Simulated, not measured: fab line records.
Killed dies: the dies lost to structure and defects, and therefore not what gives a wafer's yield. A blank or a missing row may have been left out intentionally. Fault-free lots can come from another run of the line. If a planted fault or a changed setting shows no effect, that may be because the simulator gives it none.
fab line records ; flow gf180mcu ; part 1 of 2: steps 1 to 32 of 45
record: lots: 5; wafers: 15; last-day: 33
route steps=602 shown MVPSD@139 VT_IMPLANT@140 DUAL_GATE@141 POLY_GATE@157 HV_LDD@176
lots with no fault: from the same line, run without faults
start-h: hours from the record's first day to the start of the lot's first wafer shown ; wait-h: how many hours have passed since the lot's step before this one ; " same as the row above ; L1.1+2: one row covering several wafers at once ; - no value present, or no start provided ; * or withheld: withheld ; < > ~ a bound
route shown NAME@n: a module of which the file shows steps, and the number in the route of the first ; usual: mean/standard deviation taken from wafers without a fault ; same: alike in all rows ; chamber/n: place in a boat ; sites: per-site readings ; _std_site: the values' standard deviation ; _edge_site: mean of outer sites minus mean of inner sites ; radius-mm: for every site, how far away it sits from the centre of the wafer ; mask NAME#n: copy n ; behind: tool/chamber where the wafer was last shaped ; hold: the reason the lot was held/the length of the hold in hours/how it ended ; device: names the non-switching transistor (n, p or np) ; end of line: the tests these same wafers got at the end of their route ; a step without rows: its recipe alone ; killed: count of dies lost to structure and defects at first sort (not the wafer's yield) ; map: a wafer's dies, x killed, . not, _ none there
set.NAME: the setting that was run; set.NAME@STEP: the one run at that earlier step ; model.NAME: the simulator's own value behind a step, which no gauge read
a table for each step, a row for each wafer; lots at some steps of the route
services: from which hour (start-h, from the record's first day; less than 0 if before it) a tool's chamber was out of use, for how many hours, and why
== steps ==
step: GF_VT_IMPLANT_RS_MEAS_49
recipe: thk-meas-gauge: four-point-probe
usual: MVPSD_RS: 1169/3.1
lot.wafer;tool;chamber;start-h;wait-h;MVPSD_RS[ohm/sq]
L074.1;film-metro-01;-;160.69;0.1;1171
L074.4;film-metro-01;-;160.69;0.1;1170
L074.5;film-metro-01;-;160.69;0.1;1167
L076.1;film-metro-03;-;170.64;0.1;1160
L076.4;film-metro-03;-;170.64;0.1;1165
L076.5;film-metro-03;-;170.64;0.1;1170
L077.2;film-metro-01;-;178.51;0.1;1165
L077.4;film-metro-01;-;178.51;0.1;1165
L077.5;film-metro-01;-;178.51;0.1;1169
L081.1;film-metro-01;-;205.49;0.1;1167
L081.4;film-metro-01;-;205.49;0.1;1173
L081.5;film-metro-01;-;205.49;0.1;1172
L089.1;film-metro-03;-;258.08;0.1;1169
L089.2;film-metro-03;-;258.08;0.1;1169
L089.5;film-metro-03;-;258.08;0.1;1171
step: GF_VT_IMPLANT_WET_ETCH_50
recipe: chemistry: dHF; target-depth-nm: 20; target: SiO2; temp-c: 25; dilution: 100:1; time-s: 400
lot.wafer;tool;chamber;start-h;wait-h
L074.1+4+5;wet-bench-04;0;160.81;0.1
L076.1+4+5;wet-bench-02;2;170.76;0.1
L077.2+4+5;wet-bench-03;1;178.61;0.1
L081.1+4+5;wet-bench-03;3;205.61;0.1
L089.1+2+5;wet-bench-04;0;258.20;0.1
step: GF_DUAL_GATE_CLEAN_00
recipe: chemistry: SC1/SC2; mix: 1:4:20; temp-c: 70; time-s: 150
usual: bath-guard-temp-C: 70.1/0.5
lot.wafer;tool;chamber;start-h;wait-h;bath-guard-temp-C
L074.1;wet-bench-03;0;160.93;0.0;69.7
L074.4;wet-bench-03;0;160.93;0.0;69.3
L074.5;wet-bench-03;0;160.93;0.0;69.5
L076.1;wet-bench-04;1;170.88;0.0;69.8
L076.4;wet-bench-04;1;170.88;0.0;69.8
L076.5;wet-bench-04;1;170.88;0.0;69.7
L077.2;wet-bench-04;2;178.73;0.0;71.0
L077.4;wet-bench-04;2;178.73;0.0;71.0
L077.5;wet-bench-04;2;178.73;0.0;70.9
L081.1;wet-bench-02;3;205.73;0.0;69.5
L081.4;wet-bench-02;3;205.73;0.0;69.5
L081.5;wet-bench-02;3;205.73;0.0;69.7
L089.1;wet-bench-02;0;258.32;0.0;70.3
L089.2;wet-bench-02;0;258.32;0.0;70.5
L089.5;wet-bench-02;0;258.32;0.0;70.2
step: GF_DUAL_GATE_CLEAN_01
recipe: chemistry: dHF; time-s: 20; dilution: 100:1; dry: ipa-marangoni
lot.wafer;tool;chamber;start-h;wait-h
L074.1+4+5;wet-bench-02;0;160.98;0.0
L076.1+4+5;wet-bench-03;0;170.94;0.0
L077.2+4+5;wet-bench-02;0;178.78;0.0
L081.1+4+5;wet-bench-04;3;205.78;0.0
L089.1+2+5;wet-bench-03;0;258.37;0.0
step: GF_DUAL_GATE_OXIDATION_02
recipe: temp-c: 900; ambient: O2; stabilise-s: 600; purge-s: 300; target-thk-a: 108.87; ox-time-s: 1602
usual: zone-power-lower-pct: 18.9/1.2
lot.wafer;tool;chamber;start-h;wait-h;zone-power-lower-pct
L074.1;furnace-02;0;161.51;0.5;17.8
L074.4;furnace-02;0;161.51;0.5;17.6
L074.5;furnace-02;0;161.51;0.5;17.5
L076.1;furnace-02;0;171.51;0.6;17.5
L076.4;furnace-02;0;171.51;0.6;17.7
L076.5;furnace-02;0;171.51;0.6;17.3
L077.2;furnace-01;0;179.28;0.5;19.8
L077.4;furnace-01;0;179.28;0.5;20.0
L077.5;furnace-01;0;179.28;0.5;19.8
L081.1;furnace-01;0;206.51;0.7;19.6
L081.4;furnace-01;0;206.51;0.7;19.9
L081.5;furnace-01;0;206.51;0.7;19.9
L089.1;furnace-02;0;258.38;0.0;17.7
L089.2;furnace-02;0;258.38;0.0;17.7
L089.5;furnace-02;0;258.38;0.0;17.8
step: GF_DUAL_GATE_THK_MEAS_03
recipe: reads: SiO2_of_DUAL_GATE_OXIDATION_02
usual: DUAL_GATE_OXIDATION_00_THK: 10.87/0.2
lot.wafer;tool;chamber;start-h;wait-h;DUAL_GATE_OXIDATION_00_THK[nm]
L074.1;film-metro-02;-;162.96;0.0;10.57
L074.4;film-metro-02;-;162.96;0.0;10.61
L074.5;film-metro-02;-;162.96;0.0;10.80
L076.1;film-metro-03;-;172.96;0.0;10.70
L076.4;film-metro-03;-;172.96;0.0;10.95
L076.5;film-metro-03;-;172.96;0.0;10.71
L077.2;film-metro-03;-;180.74;0.0;10.97
L077.4;film-metro-03;-;180.74;0.0;10.96
L077.5;film-metro-03;-;180.74;0.0;10.92
L081.1;film-metro-02;-;207.96;0.0;11.10
L081.4;film-metro-02;-;207.96;0.0;10.91
L081.5;film-metro-02;-;207.96;0.0;10.90
L089.1;film-metro-04;-;259.83;0.0;11.11
L089.2;film-metro-04;-;259.83;0.0;11.12
L089.5;film-metro-04;-;259.83;0.0;11.20
step: GF_DUAL_GATE_DEHYDRATE_04
recipe: temp-c: 200; time-s: 60
lot.wafer;tool;chamber;start-h;wait-h
L074.1+4+5;litho-track-01;0;169.74;6.8
L076.1+4+5;litho-track-01;0;180.59;7.6
L077.2+4+5;litho-track-04;0;187.74;7.0
L081.1+4+5;litho-track-04;0;216.36;8.4
L089.1+2+5;litho-track-01;0;268.34;8.5
step: GF_DUAL_GATE_HMDS_05
recipe: prime-time-s: 60; prime-temp-c: 120
lot.wafer;tool;chamber;start-h;wait-h
L074.1+4+5;litho-track-01;0;169.89;0.1
L076.1+4+5;litho-track-01;0;180.74;0.1
L077.2+4+5;litho-track-04;0;187.89;0.1
L081.1+4+5;litho-track-04;0;216.51;0.1
L089.1+2+5;litho-track-01;0;268.49;0.1
step: GF_DUAL_GATE_COAT_06
recipe: resist: NOVOLAK; spin-rpm: 3000; resist-thk-nm: 1000
lot.wafer;tool;chamber;start-h;wait-h
L074.1+4+5;litho-track-01;0;170.04;0.1
L076.1+4+5;litho-track-01;0;180.89;0.1
L077.2+4+5;litho-track-04;0;188.04;0.1
L081.1+4+5;litho-track-04;0;216.66;0.1
L089.1+2+5;litho-track-01;0;268.64;0.1
step: GF_DUAL_GATE_SOFTBAKE_07
recipe: temp-c: 90; time-s: 60; resist: NOVOLAK
lot.wafer;tool;chamber;start-h;wait-h
L074.1+4+5;litho-track-01;0;170.19;0.1
L076.1+4+5;litho-track-01;0;181.04;0.1
L077.2+4+5;litho-track-04;0;188.19;0.1
L081.1+4+5;litho-track-04;0;216.81;0.1
L089.1+2+5;litho-track-01;0;268.79;0.1
step: GF_DUAL_GATE_EXPOSE_08
recipe: mask-id: Dualgate; target-cd-nm: 700; na: 0.6; source-shape: conventional; sigma-outer: 0.6; dose-mj: 140
lot.wafer;tool;chamber;start-h;wait-h;mask
L074.1+4+5;iline-stepper-02;0;-;-;Dualgate#0
L076.1+4+5;iline-stepper-01;0;-;-;Dualgate#0
L077.2+4+5;iline-stepper-01;0;-;-;Dualgate#0
L081.1+4+5;iline-stepper-02;0;-;-;Dualgate#0
L089.1+2+5;iline-stepper-01;0;-;-;Dualgate#0
step: GF_DUAL_GATE_PEB_09
recipe: temp-c: withheld; time-s: *; resist: NOVOLAK
lot.wafer;tool;chamber;start-h;wait-h
L074.1+4+5;litho-track-01;0;-;-
L076.1+4+5;litho-track-01;0;-;-
L077.2+4+5;litho-track-04;0;-;-
L081.1+4+5;litho-track-04;0;-;-
L089.1+2+5;litho-track-04;0;-;-
step: GF_DUAL_GATE_DEVELOP_10
recipe: develop-time-s: 60; dev-temp-c: 23
lot.wafer;tool;chamber;start-h;wait-h
L074.1+4+5;litho-track-01;0;178.79;0.1
L076.1+4+5;litho-track-01;0;188.74;0.1
L077.2+4+5;litho-track-04;0;197.09;0.1
L081.1+4+5;litho-track-04;0;224.96;0.1
L089.1+2+5;litho-track-04;0;279.56;0.1
step: GF_DUAL_GATE_OVL_MEAS_11
usual: DUAL_GATE_OVL: 1.0/1.2
lot.wafer;tool;chamber;start-h;wait-h;DUAL_GATE_OVL[nm]
L074.1;overlay-02;-;178.94;0.1;0.6
L074.4;overlay-02;-;178.94;0.1;1.9
L074.5;overlay-02;-;178.94;0.1;0.5
L076.1;overlay-01;-;188.89;0.1;1.7
L076.4;overlay-01;-;188.89;0.1;0.7
L076.5;overlay-01;-;188.89;0.1;0.7
L077.2;overlay-02;-;197.22;0.1;2.1
L077.4;overlay-02;-;197.22;0.1;0.7
L077.5;overlay-02;-;197.22;0.1;2.8
L081.1;overlay-01;-;225.11;0.1;2.5
L081.4;overlay-01;-;225.11;0.1;1.0
L081.5;overlay-01;-;225.11;0.1;1.2
L089.1;overlay-01;-;279.71;0.1;1.6
L089.2;overlay-01;-;279.71;0.1;2.2
L089.5;overlay-01;-;279.71;0.1;2.4
step: GF_DUAL_GATE_WET_ETCH_12
recipe: chemistry: dHF; target-depth-nm: 13; dry: n2-spin; target: SiO2; temp-c: 25; dilution: 100:1; time-s: 260
lot.wafer;tool;chamber;start-h;wait-h
L074.1+4+5;wet-bench-03;3;178.98;0.0
L076.1+4+5;wet-bench-04;0;188.93;0.0
L077.2+4+5;wet-bench-03;2;197.25;0.0
L081.1+4+5;wet-bench-03;3;225.15;0.0
L089.1+2+5;wet-bench-03;1;279.75;0.0
step: GF_DUAL_GATE_STRIP_13
recipe: chemistry: O2/N2; power-w: 1436; pressure-mtorr: 1500; platen-temp-c: 250; o2-flow-sccm: 3000; n2-flow-sccm: 300; overash-fraction: 0.5
usual: drypump-motor-current-A: 5.7/0.58; heater-power-w: 341/30; oes-product-au: 0.726/0.0047; platen-temp-c: 249.99/0.16; strip-time-to-endpoint-s: 12.382/0.03
lot.wafer;tool;chamber;start-h;wait-h;drypump-motor-current-A;heater-power-w;oes-product-au;platen-temp-c;rf-hours-counter-h;strip-time-to-endpoint-s
L074.1;plasma-asher-01;0;179.06;0.0;6.4;329;0.718;250.08;6;12.415
L074.4;plasma-asher-01;0;179.06;0.0;6.4;330;0.734;249.81;-;12.430
L074.5;plasma-asher-01;1;179.06;0.0;5.2;318;0.728;249.87;-;12.402
L076.1;plasma-asher-01;0;189.01;0.0;6.4;334;0.722;249.88;7;12.360
L076.4;plasma-asher-01;1;189.01;0.0;5.2;333;0.716;249.51;-;12.387
L076.5;plasma-asher-01;1;189.01;0.0;5.2;333;0.728;250.11;-;12.377
L077.2;plasma-asher-02;0;197.33;0.0;6.0;381;0.726;249.91;56;12.415
L077.4;plasma-asher-02;1;197.33;0.0;4.7;363;0.731;249.91;-;12.412
L077.5;plasma-asher-02;0;197.33;0.0;6.0;378;0.726;249.76;-;12.371
L081.1;plasma-asher-03;0;225.23;0.0;6.0;297;0.729;250.00;54;12.343
L081.4;plasma-asher-03;0;225.23;0.0;6.0;305;0.731;250.05;-;12.409
L081.5;plasma-asher-03;1;225.23;0.0;6.0;319;0.737;250.28;-;12.393
L089.1;plasma-asher-02;0;279.83;0.0;6.0;386;0.732;250.14;65;12.409
L089.2;plasma-asher-02;1;279.83;0.0;4.7;370;0.720;250.32;65;12.398
L089.5;plasma-asher-02;0;279.83;0.0;6.0;374;0.729;250.01;-;12.391
step: GF_DUAL_GATE_CLEAN_14
recipe: chemistry: SC1/SC2; mix: 1:4:20; temp-c: 70; time-s: 150; dry: n2-spin
usual: bath-guard-temp-C: 70.3/0.53
lot.wafer;tool;chamber;start-h;wait-h;bath-guard-temp-C
L074.1;wet-bench-04;3;179.16;0.1;71.3
L074.4;wet-bench-04;3;179.16;0.1;71.3
L074.5;wet-bench-04;3;179.16;0.1;71.0
L076.1;wet-bench-02;2;189.11;0.1;69.6
L076.4;wet-bench-02;2;189.11;0.1;69.5
L076.5;wet-bench-02;2;189.11;0.1;69.5
L077.2;wet-bench-02;1;197.43;0.1;70.4
L077.4;wet-bench-02;1;197.43;0.1;70.6
L077.5;wet-bench-02;1;197.43;0.1;70.4
L081.1;wet-bench-04;0;225.33;0.1;70.3
L081.4;wet-bench-04;0;225.33;0.1;70.3
L081.5;wet-bench-04;0;225.33;0.1;70.0
L089.1;wet-bench-02;1;279.93;0.1;70.5
L089.2;wet-bench-02;1;279.93;0.1;70.6
L089.5;wet-bench-02;1;279.93;0.1;70.4
step: GF_DUAL_GATE_OXIDATION_15
recipe: temp-c: 850; ambient: O2; stabilise-s: 600; purge-s: 300; target-thk-a: 70.98; ox-time-s: 1995
usual: zone-power-lower-pct: 16.8/1
lot.wafer;tool;chamber;start-h;wait-h;zone-power-lower-pct
L074.1;furnace-01;0;180.73;1.5;17.8
L074.4;furnace-01;0;180.73;1.5;17.3
L074.5;furnace-01;0;180.73;1.5;17.4
L076.1;furnace-01;0;190.86;1.7;17.8
L076.4;furnace-01;0;190.86;1.7;17.6
L076.5;furnace-01;0;190.86;1.7;17.9
L077.2;furnace-01;0;197.48;0.0;17.6
L077.4;furnace-01;0;197.48;0.0;17.7
L077.5;furnace-01;0;197.48;0.0;17.6
L081.1;furnace-02;0;227.19;1.8;15.7
L081.4;furnace-02;0;227.19;1.8;15.6
L081.5;furnace-02;0;227.19;1.8;15.7
L089.1;furnace-01;0;279.98;0.0;18.0
L089.2;furnace-01;0;279.98;0.0;17.6
L089.5;furnace-01;0;279.98;0.0;17.8
step: GF_POLY_GATE_CVD_00
recipe: material: poly-Si; target-thk-nm: 200; temp-c: 620; time-s: 1200; pressure-mtorr: 200
usual: zone-power-lower-pct: 9.9/1.5
lot.wafer;tool;chamber;start-h;wait-h;zone-power-lower-pct
L074.1;lpcvd-01;0;183.81;1.5;9.9
L074.4;lpcvd-01;0;183.81;1.5;10.0
L074.5;lpcvd-01;0;183.81;1.5;9.8
L076.1;lpcvd-01;0;192.41;0.0;9.8
L076.4;lpcvd-01;0;192.41;0.0;10.0
L076.5;lpcvd-01;0;192.41;0.0;9.9
L077.2;lpcvd-02;0;199.04;0.0;11.4
L077.4;lpcvd-02;0;199.04;0.0;11.6
L077.5;lpcvd-02;0;199.04;0.0;11.4
L081.1;lpcvd-02;0;229.24;0.5;11.7
L081.4;lpcvd-02;0;229.24;0.5;11.7
L081.5;lpcvd-02;0;229.24;0.5;11.5
L089.1;lpcvd-01;1;281.54;0.0;8.0
L089.2;lpcvd-01;1;281.54;0.0;8.0
L089.5;lpcvd-01;1;281.54;0.0;7.9
step: GF_POLY_GATE_THK_MEAS_01
recipe: reads: poly-Si_of_POLY_GATE_CVD_00
usual: POLY_GATE_CVD_00_THK: 200.6/1.7
lot.wafer;tool;chamber;start-h;wait-h;POLY_GATE_CVD_00_THK[nm]
L074.1;film-metro-01;-;185.81;0.0;199.3
L074.4;film-metro-01;-;185.81;0.0;198.9
L074.5;film-metro-01;-;185.81;0.0;196.8
L076.1;film-metro-01;-;193.75;0.0;201.7
L076.4;film-metro-01;-;193.75;0.0;199.1
L076.5;film-metro-01;-;193.75;0.0;200.3
L077.2;film-metro-03;-;200.38;0.0;199.0
L077.4;film-metro-03;-;200.38;0.0;202.7
L077.5;film-metro-03;-;200.38;0.0;200.3
L081.1;film-metro-01;-;230.57;0.0;200.1
L081.4;film-metro-01;-;230.57;0.0;203.6
L081.5;film-metro-01;-;230.57;0.0;200.9
L089.1;film-metro-01;-;282.87;0.0;202.7
L089.2;film-metro-01;-;282.87;0.0;203.2
L089.5;film-metro-01;-;282.87;0.0;202.8
step: GF_POLY_GATE_DEHYDRATE_02
recipe: temp-c: 200; time-s: 60
lot.wafer;tool;chamber;start-h;wait-h
L074.1+4+5;litho-track-01;0;193.74;7.9
L076.1+4+5;litho-track-02;0;201.38;7.6
L077.2+4+5;litho-track-04;0;207.89;7.5
L081.1+4+5;litho-track-01;0;238.39;7.8
L089.1+2+5;litho-track-04;0;291.76;8.9
step: GF_POLY_GATE_HMDS_03
recipe: prime-time-s: 60; prime-temp-c: 120
lot.wafer;tool;chamber;start-h;wait-h
L074.1+4+5;litho-track-01;0;193.89;0.1
L076.1+4+5;litho-track-02;0;201.53;0.1
L077.2+4+5;litho-track-04;0;208.04;0.1
L081.1+4+5;litho-track-01;0;238.54;0.1
L089.1+2+5;litho-track-04;0;291.91;0.1
step: GF_POLY_GATE_COAT_04
recipe: resist: BARC; temp-c: withheld; time-s: withheld; spin-rpm: withheld; resist-thk-nm: withheld
lot.wafer;tool;chamber;start-h;wait-h
L074.1+4+5;litho-track-01;0;194.04;0.1
L076.1+4+5;litho-track-02;0;201.68;0.1
L077.2+4+5;litho-track-04;0;208.19;0.1
L081.1+4+5;litho-track-01;0;238.69;0.1
L089.1+2+5;litho-track-04;0;292.06;0.1
step: GF_POLY_GATE_COAT_05
recipe: resist: KrF; spin-rpm: withheld; resist-thk-nm: 700
lot.wafer;tool;chamber;start-h;wait-h
L074.1+4+5;litho-track-01;0;-;-
L076.1+4+5;litho-track-02;0;-;-
L077.2+4+5;litho-track-04;0;-;-
L081.1+4+5;litho-track-01;0;-;-
L089.1+2+5;litho-track-04;0;-;-
step: GF_POLY_GATE_SOFTBAKE_06
recipe: temp-c: 130; time-s: 60; resist: KrF
lot.wafer;tool;chamber;start-h;wait-h
L074.1+4+5;litho-track-01;0;-;-
L076.1+4+5;litho-track-02;0;-;-
L077.2+4+5;litho-track-04;0;-;-
L081.1+4+5;litho-track-01;0;-;-
L089.1+2+5;litho-track-04;0;-;-
step: GF_POLY_GATE_EXPOSE_07
recipe: mask-id: Poly2; target-cd-nm: 280; na: 0.68; source-shape: conventional; sigma-outer: 0.6; dose-mj: 28
lot.wafer;tool;chamber;start-h;wait-h;mask
L074.1+4+5;krf-scanner-01;0;-;-;Poly2#0
L076.1+4+5;krf-scanner-01;0;-;-;Poly2#0
L077.2+4+5;krf-scanner-01;0;-;-;Poly2#0
L081.1+4+5;krf-scanner-01;0;-;-;Poly2#0
L089.1+2+5;krf-scanner-02;0;-;-;Poly2#0
step: GF_POLY_GATE_PEB_08
recipe: peb-temp-c: 135; peb-time-s: 90; resist: KrF
same: peb-time-s: 90
lot.wafer;tool;chamber;start-h;wait-h
L074.1+4+5;litho-track-01;0;-;-
L076.1+4+5;litho-track-01;0;-;-
L077.2+4+5;litho-track-01;0;-;-
L081.1+4+5;litho-track-02;0;-;-
L089.1+2+5;litho-track-04;0;-;-
step: GF_POLY_GATE_DEVELOP_09
recipe: develop-time-s: 60; resist: KrF; dev-temp-c: 21
lot.wafer;tool;chamber;start-h;wait-h
L074.1+4+5;litho-track-01;0;202.29;0.2
L076.1+4+5;litho-track-01;0;210.59;0.2
L077.2+4+5;litho-track-01;0;217.67;0.2
L081.1+4+5;litho-track-02;0;246.48;0.2
L089.1+2+5;litho-track-04;0;302.96;0.2
step: GF_POLY_GATE_CD_MEAS_10
recipe: target-cd-nm: 280
usual: cd-nm: 279.9/1.1
lot.wafer;tool;chamber;start-h;wait-h;cd-nm
L074.1;cd-sem-01;-;202.44;0.1;280.6
L074.4;cd-sem-01;-;202.44;0.1;279.9
L074.5;cd-sem-01;-;202.44;0.1;280.3
L076.1;cd-sem-02;-;210.74;0.1;278.4
L076.4;cd-sem-02;-;210.74;0.1;278.9
L076.5;cd-sem-02;-;210.74;0.1;278.9
L077.2;cd-sem-01;-;217.81;0.1;280.4
L077.4;cd-sem-01;-;217.81;0.1;281.2
L077.5;cd-sem-01;-;217.81;0.1;279.3
L081.1;cd-sem-02;-;246.63;0.1;278.2
L081.4;cd-sem-02;-;246.63;0.1;278.4
L081.5;cd-sem-02;-;246.63;0.1;279.0
L089.1;cd-sem-01;-;303.11;0.1;280.4
L089.2;cd-sem-01;-;303.11;0.1;278.6
L089.5;cd-sem-01;-;303.11;0.1;278.3
step: GF_POLY_GATE_OVL_MEAS_11
usual: POLY_GATE_OVL: 2/5.1
lot.wafer;tool;chamber;start-h;wait-h;POLY_GATE_OVL[nm]
L074.1;overlay-01;-;202.56;0.1;5
L074.4;overlay-01;-;202.56;0.1;-5
L074.5;overlay-01;-;202.56;0.1;2
L076.1;overlay-01;-;210.86;0.1;13
L076.4;overlay-01;-;210.86;0.1;15
L076.5;overlay-01;-;210.86;0.1;16
L077.2;overlay-01;-;217.92;0.1;-2
L077.4;overlay-01;-;217.92;0.1;-5
L077.5;overlay-01;-;217.92;0.1;6
L081.1;overlay-01;-;246.75;0.1;4
L081.4;overlay-01;-;246.75;0.1;-1
L081.5;overlay-01;-;246.75;0.1;5
L089.1;overlay-01;-;303.23;0.1;-5
L089.2;overlay-01;-;303.23;0.1;2
L089.5;overlay-01;-;303.23;0.1;-1
step: GF_POLY_GATE_ETCH_12
recipe: chemistry: N2/H2; target-depth-a: withheld; overetch-a: withheld; time-s: withheld; target: BARC; ion-energy-ev: 200; source-w: 500; bias-w: 100; pressure-mtorr: 30; n2-flow-sccm: 100; h2-flow-sccm: 200
usual: drypump-motor-current-A: 5.7/0.41; oes-product-au: 0.735/0.0048; throttle-valve-pct: 13.213/0.0088
lot.wafer;tool;chamber;start-h;wait-h;drypump-motor-current-A;oes-product-au;throttle-valve-pct
L074.1;rie-diel-01;2;202.60;0.0;5.7;0.744;13.224
L074.4;rie-diel-01;3;202.60;0.0;5.9;0.730;13.218
L074.5;rie-diel-01;0;202.60;0.0;5.4;0.744;13.226
L076.1;rie-diel-03;1;210.90;0.0;5.5;0.741;13.211
L076.4;rie-diel-03;3;210.90;0.0;5.5;0.743;13.218
L076.5;rie-diel-03;2;210.90;0.0;5.6;0.732;13.190
L077.2;rie-diel-03;3;217.95;0.0;5.5;0.729;13.224
L077.4;rie-diel-03;3;217.95;0.0;5.5;0.735;13.217
L077.5;rie-diel-03;2;217.95;0.0;5.6;0.734;13.217
L081.1;rie-diel-01;0;246.79;0.0;5.4;0.741;13.206
L081.4;rie-diel-01;3;246.79;0.0;5.9;0.738;13.227
L081.5;rie-diel-01;2;246.79;0.0;5.7;0.735;13.218
L089.1;rie-diel-02;1;303.27;0.0;5.4;0.729;13.201
L089.2;rie-diel-02;2;303.27;0.0;6.3;0.735;13.230
L089.5;rie-diel-02;2;303.27;0.0;6.3;0.742;13.207
step: GF_POLY_GATE_ETCH_13
recipe: target: poly-Si; target-depth-nm: 198.5; stop-on: SiO2; over-etch-frac: 0.403; chemistry: HBr/Cl2; icp-w: 400; bias-w: 100; pressure-mtorr: 10; HBr_flow_sccm: 150; Cl2_flow_sccm: 50; time-s: 69.6
usual: drypump-motor-current-A: 5.8/0.59; oes-product-au: 0.994/0.0067; throttle-valve-pct: 33.685/0.009
lot.wafer;tool;chamber;start-h;wait-h;drypump-motor-current-A;oes-product-au;rf-hours-counter-h;throttle-valve-pct
L074.1;rie-si-01;2;202.65;-;6.0;0.986;104;33.675
L074.4;rie-si-01;0;202.65;-;6.8;0.989;-;33.687
L074.5;rie-si-01;2;202.65;-;6.1;0.985;-;33.666
L076.1;rie-si-02;0;210.95;-;5.5;0.992;2;33.689
L076.4;rie-si-02;3;210.95;-;4.8;0.992;2;33.686
L076.5;rie-si-02;0;210.95;-;5.5;1.001;-;33.685
L077.2;rie-si-01;1;218.00;-;5.6;0.994;49;33.704
L077.4;rie-si-01;0;218.00;-;6.8;0.991;40;33.678
L077.5;rie-si-01;3;218.00;-;6.0;1.000;-;33.681
L081.1;rie-si-02;1;246.84;-;5.0;0.994;87;33.673
L081.4;rie-si-02;2;246.84;-;6.1;1.008;84;33.679
L081.5;rie-si-02;2;246.84;-;6.1;0.985;-;33.670
L089.1;rie-si-01;1;303.32;-;5.5;1.000;50;33.682
L089.2;rie-si-01;3;303.32;-;6.1;0.996;1;33.692
L089.5;rie-si-01;3;303.32;-;6.0;1.011;-;33.680
